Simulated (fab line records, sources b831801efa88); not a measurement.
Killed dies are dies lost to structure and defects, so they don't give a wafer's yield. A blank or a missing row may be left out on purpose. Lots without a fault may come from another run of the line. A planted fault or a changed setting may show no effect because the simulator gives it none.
fab line records | flow gf180mcu
record lots=5 wafers=15 last_day=33
route steps=602 shown CONTACT@312 M1@315 V1@335
lots that met no fault: from a run of the same line without faults
start_h: hours from the record's first day to the start of the lot's first wafer shown | wait_h: hours since the lot's step before | " the same as in the row above | L1.1+2: a row that stands for several wafers | - no value, or no start given | * or withheld: withheld | < > ~ a bound
route shown NAME@n: a module of which the file shows steps, and the number in the route of the first | usual: mean/standard deviation of fault-free wafers | same: alike in all rows | chamber/n: place in a boat | sites: the reading at each site | _std_site: their standard deviation | _edge_site: outer sites' mean less inner sites' | radius_mm: how far each site lies from the wafer's centre | mask NAME#n: copy n | behind: the tool/chamber that last shaped the wafer | hold: why the lot was held/for how many hours/how that ended | device: the transistor (n, p or np) that didn't switch | end of line: the same wafers' tests at the end of the route | a step without rows: its recipe alone | killed: dies lost to structure and defects at the first sort, not the wafer's yield | map: a wafer's dies, x killed, . not, _ none there
set.NAME: the setting as run; set.NAME@STEP: as run at that earlier step | model.NAME: the simulator's own value behind a step, which no gauge read
lots at some steps of the route; a table a step, a row a wafer
services: from which hour (start_h, from the record's first day; less than 0 if before it) a tool's chamber was out of use, for how many hours, and why
## steps
# step GF_CONTACT_RS_MEAS_25
# recipe thk_meas_gauge=four-point-probe reads=W_of_CONTACT_CVD_24+TiN_of_CONTACT_SPUTTER_23+Ti_of_CONTACT_SPUTTER_22
# usual CONTACT_W_RS=0.383/0.0043
# columns lot.wafer tool chamber start_h wait_h CONTACT_W_RS[ohm/sq]
L076.1 film_metro-03 - 383.30 0.2 0.387
L076.2 " - " " 0.388
L076.3 " - " " 0.391
L078.3 film_metro-03 - 398.41 0.1 0.383
L078.4 " - " " 0.387
L078.5 " - " " 0.385
L088.1 film_metro-03 - 488.36 0.1 0.387
L088.2 " - " " 0.385
L088.3 " - " " 0.384
L089.2 film_metro-01 - 496.18 0.1 0.385
L089.4 " - " " 0.383
L089.5 " - " " 0.373
L093.2 film_metro-04 - 527.58 0.1 0.385
L093.4 " - " " 0.384
L093.6 " - " " 0.383
# step GF_CONTACT_THK_MEAS_26
# recipe thk_meas_gauge=xrf reads=W_of_CONTACT_CVD_24
# usual CONTACT_W_THK=308/3.6
# columns lot.wafer tool chamber start_h wait_h CONTACT_W_THK[nm]
L076.1 film_metro-03 - 383.42 0.1 305
L076.2 " - " " 305
L076.3 " - " " 303
L078.3 film_metro-03 - 398.51 0.1 304
L078.4 " - " " 302
L078.5 " - " " 304
L088.1 film_metro-03 - 488.48 0.1 304
L088.2 " - " " 305
L088.3 " - " " 307
L089.2 film_metro-01 - 496.29 0.1 307
L089.4 " - " " 308
L089.5 " - " " 316
L093.2 film_metro-04 - 527.69 0.1 304
L093.4 " - " " 306
L093.6 " - " " 306
# step GF_CONTACT_CMP_27
# recipe stop_on=SiO2 down_force_psi=3.5 platen_rpm=60 t_overpolish_s=15 target_thk_nm=0 pad_velocity_m_s=0.94248
# usual motor_current_A=10.7/1.2 overpolish_run_s=15.002/0.011 time_to_endpoint_s=73/3.9
# columns lot.wafer tool chamber start_h wait_h motor_current_A overpolish_run_s time_to_endpoint_s
L076.3 cmp-02 0 383.48 0.0 9.9 14.990 73
L076.1 " 1 " " 8.7 14.988 69
L076.2 " 3 " " 9.4 15.006 77
L078.3 cmp-02 1 398.65 0.1 8.9 15.005 67
L078.4 " 2 " " 10.9 15.000 75
L078.5 " 3 " " 9.2 14.999 77
L088.1 cmp-01 1 488.64 0.1 11.7 15.009 76
L088.3 " 2 " " 11.4 15.012 76
L088.2 " 0 " " 10.1 14.982 77
L089.4 cmp-01 2 496.39 0.1 11.4 15.011 74
L089.2 " 0 " " 10.8 15.019 73
L089.5 " 2 " " 11.6 15.005 76
L093.4 cmp-02 0 527.74 0.0 9.4 14.998 69
L093.2 " 2 " " 11.1 15.019 74
L093.6 " 1 " " 9.2 15.004 64
# step GF_M1_SPUTTER_00
# recipe material=Ti target_thk_nm=37.5 arriving_ion_energy_ev=80 substrate_temp_c=200 chamber_pressure_pa=2 power_w=4000 time_s=150
# usual throttle_valve_pct=30.1/1.5
# columns lot.wafer tool chamber start_h wait_h throttle_valve_pct
L076.1 pvd_sputter-03 - 383.78 0.2 28.3
L076.2 " - " " 32.5
L076.3 " - " " 29.4
L078.3 pvd_sputter-03 - 398.85 0.1 32.8
L078.4 " - " " 30.1
L078.5 " - " " 32.7
L088.1 pvd_sputter-02 - 488.94 0.2 30.4
L088.2 " - " " 28.1
L088.3 " - " " 29.2
L089.2 pvd_sputter-02 - 496.64 0.1 30.8
L089.4 " - " " 27.9
L089.5 " - " " 27.9
L093.2 pvd_sputter-02 - 528.04 0.1 30.6
L093.4 " - " " 31.9
L093.6 " - " " 30.6
# step GF_M1_SPUTTER_01
# recipe material=TiN target_thk_nm=30 power_w=6500 time_s=25 chamber_pressure_pa=0.4
# usual throttle_valve_pct=30.0/1.5
# columns lot.wafer tool chamber start_h wait_h throttle_valve_pct
L076.1 pvd_sputter-03 - 383.88 0.1 28.2
L076.2 " - " " 32.4
L076.3 " - " " 29.3
L078.3 pvd_sputter-03 - 398.95 0.1 32.7
L078.4 " - " " 29.8
L078.5 " - " " 32.7
L088.1 pvd_sputter-02 - 489.04 0.1 30.2
L088.2 " - " " 28.2
L088.3 " - " " 29.5
L089.2 pvd_sputter-02 - 496.74 0.1 30.4
L089.4 " - " " 27.9
L089.5 " - " " 28.2
L093.2 pvd_sputter-02 - 528.14 0.1 30.6
L093.4 " - " " 31.8
L093.6 " - " " 30.3
# step GF_M1_SPUTTER_02
# recipe material=AlCu target_thk_nm=450 power_w=10600 time_s=23.9 chamber_pressure_pa=0.4
# usual throttle_valve_pct=30.0/1.5
# columns lot.wafer tool chamber start_h wait_h throttle_valve_pct
L076.1 pvd_sputter-03 - 383.91 0.0 28.2
L076.2 " - " " 32.6
L076.3 " - " " 29.7
L078.3 pvd_sputter-03 - 398.98 0.0 32.5
L078.4 " - " " 29.7
L078.5 " - " " 32.6
L088.1 pvd_sputter-02 - 489.07 0.0 30.4
L088.2 " - " " 28.0
L088.3 " - " " 29.1
L089.2 pvd_sputter-02 - 496.77 0.0 30.6
L089.4 " - " " 28.1
L089.5 " - " " 27.9
L093.2 pvd_sputter-02 - 528.17 0.0 30.1
L093.4 " - " " 31.8
L093.6 " - " " 30.5
# step GF_M1_SPUTTER_03
# recipe material=Ti target_thk_nm=10 substrate_temp_c=300 chamber_pressure_pa=0.3 power_w=3000 time_s=6.7
# usual throttle_valve_pct=30.1/1.5
# columns lot.wafer tool chamber start_h wait_h throttle_valve_pct
L076.1 pvd_sputter-03 - 383.94 0.0 28.4
L076.2 " - " " 32.8
L076.3 " - " " 29.5
L078.3 pvd_sputter-03 - 399.01 0.0 33.0
L078.4 " - " " 29.9
L078.5 " - " " 32.6
L088.1 pvd_sputter-02 - 489.10 0.0 30.6
L088.2 " - " " 28.1
L088.3 " - " " 29.2
L089.2 pvd_sputter-02 - 496.80 0.0 30.4
L089.4 " - " " 28.2
L089.5 " - " " 28.1
L093.2 pvd_sputter-02 - 528.20 0.0 30.4
L093.4 " - " " 31.8
L093.6 " - " " 30.2
# step GF_M1_SPUTTER_04
# recipe material=TiN target_thk_nm=50 power_w=6500 time_s=41.7 chamber_pressure_pa=0.4
# usual throttle_valve_pct=30.0/1.5
# columns lot.wafer tool chamber start_h wait_h throttle_valve_pct
L076.1 pvd_sputter-03 - 383.96 0.0 28.3
L076.2 " - " " 32.7
L076.3 " - " " 29.4
L078.3 pvd_sputter-03 - 399.03 0.0 32.7
L078.4 " - " " 29.7
L078.5 " - " " 32.6
L088.1 pvd_sputter-02 - 489.12 0.0 30.3
L088.2 " - " " 27.9
L088.3 " - " " 29.5
L089.2 pvd_sputter-02 - 496.82 0.0 30.7
L089.4 " - " " 28.0
L089.5 " - " " 28.0
L093.2 pvd_sputter-02 - 528.22 0.0 30.5
L093.4 " - " " 31.6
L093.6 " - " " 30.5
# step GF_M1_RS_MEAS_05
# recipe thk_meas_gauge=four-point-probe reads=TiN_of_M1_SPUTTER_04+Ti_of_M1_SPUTTER_03+AlCu_of_M1_SPUTTER_02+TiN_of_M1_SPUTTER_01+Ti_of_M1_SPUTTER_00
# usual M1_ALCU_RS=0.0695/0.00073
# columns lot.wafer tool chamber start_h wait_h M1_ALCU_RS[ohm/sq]
L076.1 film_metro-02 - 384.00 0.0 0.0693
L076.2 " - " " 0.0697
L076.3 " - " " 0.0689
L078.3 film_metro-02 - 399.11 0.1 0.0699
L078.4 " - " " 0.0690
L078.5 " - " " 0.0704
L088.1 film_metro-04 - 489.16 0.0 0.0698
L088.2 " - " " 0.0692
L088.3 " - " " 0.0691
L089.2 film_metro-01 - 496.88 0.0 0.0696
L089.4 " - " " 0.0688
L089.5 " - " " 0.0690
L093.2 film_metro-02 - 528.28 0.0 0.0696
L093.4 " - " " 0.0691
L093.6 " - " " 0.0698
# step GF_M1_THK_MEAS_06
# recipe thk_meas_gauge=xrf reads=AlCu_of_M1_SPUTTER_02
# usual M1_ALCU_THK=455/5.3
# columns lot.wafer tool chamber start_h wait_h M1_ALCU_THK[nm]
L076.1 film_metro-02 - 384.12 0.1 455
L076.2 " - " " 451
L076.3 " - " " 457
L078.3 film_metro-02 - 399.21 0.1 450
L078.4 " - " " 454
L078.5 " - " " 448
L088.1 film_metro-04 - 489.28 0.1 453
L088.2 " - " " 459
L088.3 " - " " 460
L089.2 film_metro-01 - 496.99 0.1 449
L089.4 " - " " 457
L089.5 " - " " 452
L093.2 film_metro-02 - 528.39 0.1 458
L093.4 " - " " 461
L093.6 " - " " 457
# step GF_M1_DEHYDRATE_07
# recipe temp_c=200 time_s=60
# usual heater_power_total_W=160.38/0.13
# columns lot.wafer tool chamber start_h wait_h heater_power_total_W
L076.1 litho_track-02 0 395.11 11.0 160.36
L076.2 " 0 " " 160.46
L076.3 " 0 " " 160.62
L078.3 litho_track-01 0 410.80 11.6 160.25
L078.4 " 0 " " 160.30
L078.5 " 0 " " 160.36
L088.1 litho_track-01 0 500.15 10.9 160.27
L088.2 " 0 " " 160.42
L088.3 " 0 " " 160.21
L089.2 litho_track-04 0 508.25 11.2 160.34
L089.4 " 0 " " 160.59
L089.5 " 0 " " 160.26
L093.2 litho_track-01 0 539.02 10.6 160.37
L093.4 " 0 " " 160.43
L093.6 " 0 " " 160.64
# step GF_M1_HMDS_08
# recipe prime_time_s=60 prime_temp_c=120
# columns lot.wafer tool chamber start_h wait_h
L076.1+2+3 litho_track-02 0 395.26 0.1
L078.3+4+5 litho_track-01 0 410.95 0.1
L088.1+2+3 litho_track-01 0 500.30 0.1
L089.2+4+5 litho_track-04 0 508.40 0.1
L093.2+4+6 litho_track-01 0 539.17 0.1
# step GF_M1_COAT_09
# recipe resist=KrF spin_rpm=withheld resist_thk_nm=1000
# columns lot.wafer tool chamber start_h wait_h
L076.1+2+3 litho_track-02 0 395.41 0.1
L078.3+4+5 litho_track-01 0 411.10 0.1
L088.1+2+3 litho_track-01 0 500.45 0.1
L089.2+4+5 litho_track-04 0 508.55 0.1
L093.2+4+6 litho_track-01 0 539.32 0.1
# step GF_M1_SOFTBAKE_10
# recipe temp_c=130 time_s=60 resist=KrF
# usual heater_power_total_W=93.05/0.056
# columns lot.wafer tool chamber start_h wait_h heater_power_total_W
L076.1 litho_track-02 0 395.56 0.1 93.08
L076.2 " 0 " " 93.05
L076.3 " 0 " " 93.06
L078.3 litho_track-01 0 411.25 0.1 93.09
L078.4 " 0 " " 93.07
L078.5 " 0 " " 93.16
L088.1 litho_track-01 0 500.60 0.1 93.11
L088.2 " 0 " " 93.02
L088.3 " 0 " " 92.99
L089.2 litho_track-04 0 508.70 0.1 93.06
L089.4 " 0 " " 93.08
L089.5 " 0 " " 93.06
L093.2 litho_track-01 0 539.47 0.1 93.13
L093.4 " 0 " " 93.10
L093.6 " 0 " " 93.00
# step GF_M1_EXPOSE_11
# recipe mask_id=Metal1 target_cd_nm=230 na=0.68 source_shape=conventional sigma_outer=0.6 dose_mj=28
# columns lot.wafer tool chamber start_h wait_h mask
L076.1+2+3 krf_scanner-02 0 - - Metal1#0
L078.3+4+5 krf_scanner-02 0 - - Metal1#0
L088.1+2+3 krf_scanner-02 0 - - Metal1#0
L089.2+4+5 krf_scanner-01 0 - - Metal1#0
L093.2+4+6 krf_scanner-02 0 - - Metal1#0
# step GF_M1_PEB_12
# recipe peb_temp_c=135 peb_time_s=90 resist=KrF
# usual heater_power_total_W=85.69/0.089
# columns lot.wafer tool chamber start_h wait_h heater_power_total_W
L076.1 litho_track-02 0 - - 85.71
L076.2 " 0 " " 85.66
L076.3 " 0 " " 85.63
L078.3 litho_track-02 0 - - 85.74
L078.4 " 0 " " 85.87
L078.5 " 0 " " 85.66
L088.1 litho_track-04 0 - - 85.71
L088.2 " 0 " " 85.58
L088.3 " 0 " " 85.84
L089.2 litho_track-04 0 - - 85.80
L089.4 " 0 " " 85.57
L089.5 " 0 " " 85.78
L093.2 litho_track-04 0 - - 85.73
L093.4 " 0 " " 85.76
L093.6 " 0 " " 85.63
# step GF_M1_DEVELOP_13
# recipe develop_time_s=61.74 dev_temp_c=21
# columns lot.wafer tool chamber start_h wait_h
L076.1+2+3 litho_track-02 0 407.46 0.2
L078.3+4+5 litho_track-02 0 422.81 0.1
L088.1+2+3 litho_track-04 0 512.42 0.2
L089.2+4+5 litho_track-04 0 520.50 0.2
L093.2+4+6 litho_track-04 0 550.60 0.2
# step GF_M1_CD_MEAS_14
# recipe target_cd_nm=230
# usual cd_nm=230.0/1.5
# columns lot.wafer tool chamber start_h wait_h cd_nm
L076.1 cd_sem-01 - 407.61 0.1 231.9
L076.2 " - " " 232.9
L076.3 " - " " 232.5
L078.3 cd_sem-02 - 422.95 0.1 230.9
L078.4 " - " " 229.1
L078.5 " - " " 229.7
L088.1 cd_sem-02 - 512.57 0.1 232.0
L088.2 " - " " 231.2
L088.3 " - " " 231.8
L089.2 cd_sem-01 - 520.64 0.1 230.5
L089.4 " - " " 231.2
L089.5 " - " " 230.3
L093.2 cd_sem-02 - 550.74 0.1 231.0
L093.4 " - " " 230.8
L093.6 " - " " 230.6
# step GF_M1_OVL_MEAS_15
# usual M1_OVL=1/6.3
# columns lot.wafer tool chamber start_h wait_h M1_OVL[nm]
L076.1 overlay-02 - 407.73 0.1 13
L076.2 " - " " 4
L076.3 " - " " 12
L078.3 overlay-02 - 423.04 0.1 0
L078.4 " - " " -2
L078.5 " - " " 4
L088.1 overlay-02 - 512.69 0.1 -1
L088.2 " - " " 5
L088.3 " - " " 4
L089.2 overlay-02 - 520.75 0.1 -6
L089.4 " - " " -5
L089.5 " - " " 1
L093.2 overlay-02 - 550.85 0.1 -2
L093.4 " - " " 1
L093.6 " - " " 2
# step GF_M1_METAL_ETCH_16
# recipe chemistry=Cl2/BCl3 mask_material=KrF target_depth_nm=750.8 stop_on=SiO2 pressure_mtorr=8 icp_w=800 bias_w=140 Cl2_flow_sccm=80 bcl3_flow_sccm=40 time_s=125.1
# usual bcl3_flow_sccm=39.99/0.11 bias_w=140.1/0.45 drypump_motor_current_A=5.7/0.5 he_backside_leak_sccm=3.17/0.12 mfc_cl2_sccm=80.04/0.25 oes_product_au=0.991/0.0063 throttle_valve_pct=28.230/0.011
# columns lot.wafer tool chamber start_h wait_h bcl3_flow_sccm bias_w drypump_motor_current_A he_backside_leak_sccm mfc_cl2_sccm oes_product_au rf_hours_counter_h throttle_valve_pct
L076.1 rie_metal-03 1 407.77 0.0 39.98 139.6 6.0 3.25 79.90 0.984 4 28.235
L076.2 " 0 " " 39.95 140.1 5.1 3.07 79.94 0.993 5 28.230
L076.3 " 0 " " 39.88 140.3 5.1 3.12 79.63 0.986 - 28.224
L078.3 rie_metal-04 0 423.11 0.1 39.93 140.1 6.1 3.09 79.94 1.002 - 28.217
L078.4 " 1 " " 39.97 140.0 5.0 3.19 79.85 1.000 - 28.225
L078.5 " 0 " " 39.87 139.4 6.1 3.28 79.94 0.987 - 28.240
L088.1 rie_metal-04 0 512.73 0.0 40.23 140.5 6.2 3.32 80.01 1.002 1 28.223
L088.2 " 1 " " 40.08 140.8 5.0 3.17 80.23 0.991 6 28.244
L088.3 " 0 " " 40.09 140.4 6.1 3.21 80.12 1.002 - 28.233
L089.2 rie_metal-04 1 520.78 0.0 40.04 139.7 5.0 3.19 79.65 0.986 7 28.246
L089.4 " 0 " " 40.21 140.0 6.1 3.19 79.90 0.998 - 28.220
L089.5 " 1 " " 39.96 140.0 5.0 3.20 79.60 0.991 - 28.244
L093.2 rie_metal-03 0 550.88 0.0 39.85 140.0 5.1 3.08 79.53 0.992 9 28.231
L093.4 " 1 " " 40.00 139.8 6.0 3.27 80.36 0.993 - 28.226
L093.6 " 0 " " 39.83 139.4 5.1 2.90 79.56 0.992 - 28.235
# step GF_M1_STRIP_17
# recipe chemistry=O2/N2 power_w=1400 pressure_mtorr=1500 platen_temp_c=250 o2_flow_sccm=3000 n2_flow_sccm=300 overash_fraction=0.5
# usual drypump_motor_current_A=5.7/0.57 heater_power_w=301/17 oes_product_au=0.537/0.0053 strip_time_to_endpoint_s=7.37/0.048
# columns lot.wafer tool chamber start_h wait_h drypump_motor_current_A heater_power_w oes_product_au rf_hours_counter_h strip_time_to_endpoint_s
L076.1 plasma_asher-03 0 407.89 0.1 6.4 273 0.535 60 7.43
L076.2 " 1 " " 6.0 303 0.529 60 7.35
L076.3 " 1 " " 6.0 300 0.541 - 7.37
L078.3 plasma_asher-03 0 423.23 0.1 6.4 273 0.546 - 7.33
L078.4 " 1 " " 6.0 305 0.534 - 7.41
L078.5 " 0 " " 6.4 274 0.533 - 7.34
L088.1 plasma_asher-02 1 512.86 0.1 4.9 322 0.532 8 7.28
L088.2 " 0 " " 5.3 297 0.541 8 7.43
L088.3 " 0 " " 5.3 296 0.526 - 7.28
L089.2 plasma_asher-02 0 520.91 0.1 5.3 300 0.532 9 7.40
L089.4 " 1 " " 4.9 317 0.531 - 7.34
L089.5 " 1 " " 4.9 320 0.538 - 7.38
L093.2 plasma_asher-03 1 551.01 0.1 6.0 299 0.534 75 7.37
L093.4 " 0 " " 6.4 280 0.533 - 7.40
L093.6 " 1 " " 6.0 312 0.539 - 7.36
# step GF_M1_STRIP_18
# recipe chemistry=post_etch_residue_remover time_s=1200 temp_c=72.5
# columns lot.wafer tool chamber start_h wait_h
L076.1+2+3 wet_bench-03 3 407.99 0.1
L078.3+4+5 wet_bench-03 3 423.29 0.0
L088.1+2+3 wet_bench-01 3 512.96 0.1
L089.2+4+5 wet_bench-01 0 521.01 0.1
L093.2+4+6 wet_bench-02 3 551.11 0.1
# step GF_M1_CLEAN_19
# recipe chemistry=DIW dry=n2_spin
# columns lot.wafer tool chamber start_h wait_h
L076.1+2+3 wet_bench-02 1 408.37 0.0
L078.3+4+5 wet_bench-01 0 423.64 0.0
L088.1+2+3 wet_bench-02 0 513.30 0.0
L089.2+4+5 wet_bench-02 0 521.35 0.0
L093.2+4+6 wet_bench-01 2 551.45 0.0
# step GF_V1_CVD_00
# recipe material=SiO2 target_thk_nm=600 sigma_open_frac=0.3 temp_c=400 time_s=100 sih4_flow_sccm=60 pressure_mtorr=6
# usual susceptor_temp_C=399.97/0.21
# columns lot.wafer tool chamber start_h wait_h susceptor_temp_C
L076.1 hdpcvd-01 2 408.47 0.0 399.98
L076.2 " 0 " " 400.10
L076.3 " 1 " " 399.77
L078.3 hdpcvd-02 0 423.74 0.0 399.94
L078.4 " 2 " " 400.22
L078.5 " 1 " " 400.25
L088.1 hdpcvd-02 0 513.39 0.0 399.89
L088.2 " 2 " " 399.64
L088.3 " 1 " " 400.07
L089.2 hdpcvd-01 0 521.44 0.0 399.58
L089.4 " 0 " " 399.58
L089.5 " 2 " " 400.19
L093.2 hdpcvd-02 1 551.54 0.0 400.25
L093.4 " 0 " " 399.55
L093.6 " 1 " " 400.27
# step GF_V1_THK_MEAS_01
# recipe reads=SiO2_of_V1_CVD_00
# usual V1_CVD_00_THK=600/6.5
# columns lot.wafer tool chamber start_h wait_h V1_CVD_00_THK[nm]
L076.1 film_metro-03 - 408.54 0.0 609
L076.2 " - " " 599
L076.3 " - " " 610
L078.3 film_metro-01 - 423.83 0.1 596
L078.4 " - " " 603
L078.5 " - " " 594
L088.1 film_metro-03 - 513.46 0.0 585
L088.2 " - " " 602
L088.3 " - " " 602
L089.2 film_metro-03 - 521.52 0.0 594
L089.4 " - " " 596
L089.5 " - " " 603
L093.2 film_metro-02 - 551.62 0.0 598
L093.4 " - " " 600
L093.6 " - " " 601
# step GF_V1_CVD_02
# recipe material=SiO2 target_thk_nm=850 precursor=TEOS temp_c=400 time_s=94.851 rf_w=600
# usual heater_power_w=651/140 susceptor_temp_C=400.01/0.22
# columns lot.wafer tool chamber start_h wait_h heater_power_w susceptor_temp_C
L076.1 pecvd-02 0 408.60 0.1 608 400.01
L076.2 " 2 " " 519 400.04
L076.3 " 1 " " 775 400.26
L078.3 pecvd-02 0 423.87 0.0 719 399.99
L078.4 " 2 " " 526 400.22
L078.5 " 1 " " 860 400.03
L088.1 pecvd-02 1 513.52 0.1 860 399.75
L088.2 " 0 " " 728 400.21
L088.3 " 2 " " 523 400.08
L089.2 pecvd-03 2 521.57 0.0 701 399.77
L089.4 " 2 " " 724 400.21
L089.5 " 0 " " 698 400.12
L093.2 pecvd-01 2 551.67 0.0 580 399.72
L093.4 " 1 " " 822 400.16
L093.6 " 0 " " 624 400.44
# step GF_V1_THK_MEAS_03
# recipe reads=SiO2_of_V1_CVD_02
# usual V1_CVD_02_THK=856/10
# columns lot.wafer tool chamber start_h wait_h V1_CVD_02_THK[nm]
L076.1 film_metro-01 - 408.67 0.0 849
L076.2 " - " " 853
L076.3 " - " " 853
L078.3 film_metro-03 - 423.96 0.1 847
L078.4 " - " " 857
L078.5 " - " " 869
L088.1 film_metro-01 - 513.59 0.0 843
L088.2 " - " " 839
L088.3 " - " " 845
L089.2 film_metro-01 - 521.65 0.0 849
L089.4 " - " " 849
L089.5 " - " " 865
L093.2 film_metro-01 - 551.75 0.0 855
L093.4 " - " " 855
L093.6 " - " " 863
# step GF_V1_CMP_04
# recipe material=SiO2 down_force_psi=4 platen_rpm=60 pad_velocity_m_s=0.94248
# usual motor_current_A=11.8/1.3 time_to_endpoint_s=83/5.2
# columns lot.wafer tool chamber start_h wait_h motor_current_A time_to_endpoint_s
L076.3 cmp-02 3 408.73 0.0 10.1 86
L076.1 " 0 " " 10.8 77
L076.2 " 2 " " 13.1 85
L078.4 cmp-02 1 424.00 0.0 10.0 76
L078.3 " 2 " " 12.7 81
L078.5 " 2 " " 12.8 87
L088.1 cmp-01 1 513.76 0.2 12.4 79
L088.2 " 2 " " 12.8 81
L088.3 " 0 " " 12.0 79
L089.4 cmp-02 1 521.80 0.1 9.2 69
L089.2 " 2 " " 12.8 78
L089.5 " 0 " " 11.0 84
L093.2 cmp-02 1 551.97 0.2 9.9 80
L093.4 " 2 " " 13.0 83
L093.6 " 1 " " 9.8 79
# step GF_V1_BOW_MEAS_05
# recipe mode=bow
# usual V1_BOW=81/7.1
# columns lot.wafer tool chamber start_h wait_h V1_BOW[um]
L076.1 film_metro-02 - 409.03 0.2 93
L076.2 " - " " 82
L076.3 " - " " 86
L078.3 film_metro-03 - 424.34 0.2 78
L078.4 " - " " 94
L078.5 " - " " 87
L088.1 film_metro-03 - 514.06 0.2 80
L088.2 " - " " 89
L088.3 " - " " 84
L089.2 film_metro-02 - 522.02 0.1 84
L089.4 " - " " 83
L089.5 " - " " 74
L093.2 film_metro-01 - 552.29 0.3 95
L093.4 " - " " 81
L093.6 " - " " 78
# step GF_V1_DEHYDRATE_06
# recipe temp_c=200 time_s=60
# usual heater_power_total_W=160.38/0.12
# columns lot.wafer tool chamber start_h wait_h heater_power_total_W
L076.1 litho_track-04 0 420.22 11.2 160.55
L076.2 " 0 " " 160.26
L076.3 " 0 " " 160.32
L078.3 litho_track-03 0 436.29 11.9 160.20
L078.4 " 0 " " 160.50
L078.5 " 0 " " 160.26
L088.1 litho_track-04 0 524.77 10.7 160.47
L088.2 " 0 " " 160.49
L088.3 " 0 " " 160.31
L089.2 litho_track-03 0 532.87 10.8 160.38
L089.4 " 0 " " 160.56
L089.5 " 0 " " 160.32
L093.2 litho_track-04 0 562.80 10.5 160.51
L093.4 " 0 " " 160.31
L093.6 " 0 " " 160.58
# step GF_V1_HMDS_07
# recipe prime_time_s=60 prime_temp_c=120
# columns lot.wafer tool chamber start_h wait_h
L076.1+2+3 litho_track-04 0 420.37 0.1
L078.3+4+5 litho_track-03 0 436.44 0.1
L088.1+2+3 litho_track-04 0 524.92 0.1
L089.2+4+5 litho_track-03 0 533.02 0.1
L093.2+4+6 litho_track-04 0 562.95 0.1
# step GF_V1_COAT_08
# recipe resist=BARC temp_c=withheld time_s=withheld spin_rpm=withheld resist_thk_nm=withheld
# columns lot.wafer tool chamber start_h wait_h
L076.1+2+3 litho_track-04 0 420.52 0.1
L078.3+4+5 litho_track-03 0 436.59 0.1
L088.1+2+3 litho_track-04 0 525.07 0.1
L089.2+4+5 litho_track-03 0 533.17 0.1
L093.2+4+6 litho_track-04 0 563.10 0.1
# step GF_V1_COAT_09
# recipe resist=KrF spin_rpm=withheld resist_thk_nm=1000
# columns lot.wafer tool chamber start_h wait_h
L076.1+2+3 litho_track-04 0 - -
L078.3+4+5 litho_track-03 0 - -
L088.1+2+3 litho_track-04 0 - -
L089.2+4+5 litho_track-03 0 - -
L093.2+4+6 litho_track-04 0 - -
# step GF_V1_SOFTBAKE_10
# recipe temp_c=130 time_s=60 resist=KrF
# usual heater_power_total_W=93.05/0.064
# columns lot.wafer tool chamber start_h wait_h heater_power_total_W
L076.1 litho_track-04 0 - - 93.08
L076.2 " 0 " " 93.11
L076.3 " 0 " " 93.03
L078.3 litho_track-03 0 - - 93.10
L078.4 " 0 " " 93.07
L078.5 " 0 " " 93.01
L088.1 litho_track-04 0 - - 93.03
L088.2 " 0 " " 93.15
L088.3 " 0 " " 93.07
L089.2 litho_track-03 0 - - 92.98
L089.4 " 0 " " 93.02
L089.5 " 0 " " 93.08
L093.2 litho_track-04 0 - - 93.05
L093.4 " 0 " " 93.12
L093.6 " 0 " " 93.07
# step GF_V1_EXPOSE_11
# recipe mask_id=Via1 target_cd_nm=260 na=0.68 source_shape=conventional sigma_outer=0.6 dose_mj=38
# columns lot.wafer tool chamber start_h wait_h mask
L076.1+2+3 krf_scanner-01 0 - - Via1#0
L078.3+4+5 krf_scanner-01 0 - - Via1#0
L088.1+2+3 krf_scanner-01 0 - - Via1#0
L089.2+4+5 krf_scanner-01 0 - - Via1#0
L093.2+4+6 krf_scanner-02 0 - - Via1#0
# step GF_V1_PEB_12
# recipe peb_temp_c=135 peb_time_s=90 resist=KrF
# usual heater_power_total_W=85.70/0.083
# columns lot.wafer tool chamber start_h wait_h heater_power_total_W
L076.1 litho_track-03 0 - - 85.75
L076.2 " 0 " " 85.78
L076.3 " 0 " " 85.70
L078.3 litho_track-01 0 - - 85.73
L078.4 " 0 " " 85.83
L078.5 " 0 " " 85.56
L088.1 litho_track-01 0 - - 85.68
L088.2 " 0 " " 85.66
L088.3 " 0 " " 85.76
L089.2 litho_track-01 0 - - 85.67
L089.4 " 0 " " 85.70
L089.5 " 0 " " 85.56
L093.2 litho_track-01 0 - - 85.71
L093.4 " 0 " " 85.75
L093.6 " 0 " " 85.66
# step GF_V1_DEVELOP_13
# recipe develop_time_s=60 resist=KrF dev_temp_c=21.64
# columns lot.wafer tool chamber start_h wait_h
L076.1+2+3 litho_track-03 0 432.99 0.2
L078.3+4+5 litho_track-01 0 448.75 0.1
L088.1+2+3 litho_track-01 0 536.90 0.2
L089.2+4+5 litho_track-01 0 544.42 0.2
L093.2+4+6 litho_track-01 0 573.57 0.2
# step GF_V1_CD_MEAS_14
# recipe target_cd_nm=260
# usual cd_nm=259.9/1.1
# columns lot.wafer tool chamber start_h wait_h cd_nm
L076.1 cd_sem-02 - 433.14 0.1 259.1
L076.2 " - " " 259.2
L076.3 " - " " 258.4
L078.3 cd_sem-02 - 448.89 0.1 261.1
L078.4 " - " " 260.6
L078.5 " - " " 260.2
L088.1 cd_sem-02 - 537.05 0.1 258.5
L088.2 " - " " 258.5
L088.3 " - " " 259.7
L089.2 cd_sem-01 - 544.57 0.1 258.5
L089.4 " - " " 259.3
L089.5 " - " " 258.4
L093.2 cd_sem-01 - 573.72 0.1 258.7
L093.4 " - " " 259.7
L093.6 " - " " 259.2
# step GF_V1_OVL_MEAS_15
# usual V1_OVL=3/5.2
# columns lot.wafer tool chamber start_h wait_h V1_OVL[nm]
L076.1 overlay-02 - 433.26 0.1 3
L076.2 " - " " -1
L076.3 " - " " 2
L078.3 overlay-02 - 448.98 0.1 5
L078.4 " - " " -2
L078.5 " - " " -2
L088.1 overlay-02 - 537.17 0.1 4
L088.2 " - " " 12
L088.3 " - " " 3
L089.2 overlay-02 - 544.67 0.1 7
L089.4 " - " " 13
L089.5 " - " " 11
L093.2 overlay-02 - 573.82 0.1 6
L093.4 " - " " 8
L093.6 " - " " 8
## services
# columns tool chamber start_h hours kind
cmp-01 - 371.05 3.3 pm
hdpcvd-02 - 377.92 0.3 repair
cmp-02 - 384.47 5.0 pm
cmp-02 - 404.39 4.0 pm
cmp-01 - 407.97 1.0 repair
pvd_sputter-02 - 434.48 1.1 repair
cmp-02 - 436.92 0.4 repair
krf_scanner-02 - 441.46 3.6 pm
krf_scanner-01 - 456.44 0.4 repair
cmp-02 - 457.95 1.2 repair
krf_scanner-02 - 458.80 0.8 pm
pvd_sputter-03 - 476.62 1.5 repair
krf_scanner-01 - 478.08 1.0 pm
krf_scanner-01 - 480.09 1.3 pm
cmp-02 - 484.66 9.7 pm
krf_scanner-01 - 485.71 0.8 pm
krf_scanner-02 - 488.25 1.3 pm
cmp-02 - 499.68 2.0 repair
cmp-02 - 508.18 7.0 pm
krf_scanner-02 - 511.48 1.0 pm
krf_scanner-01 - 540.35 0.4 repair
krf_scanner-01 - 543.28 64.3 repair
pvd_sputter-02 - 548.33 4.6 repair
krf_scanner-02 - 562.94 0.4 repair
## key
fault none
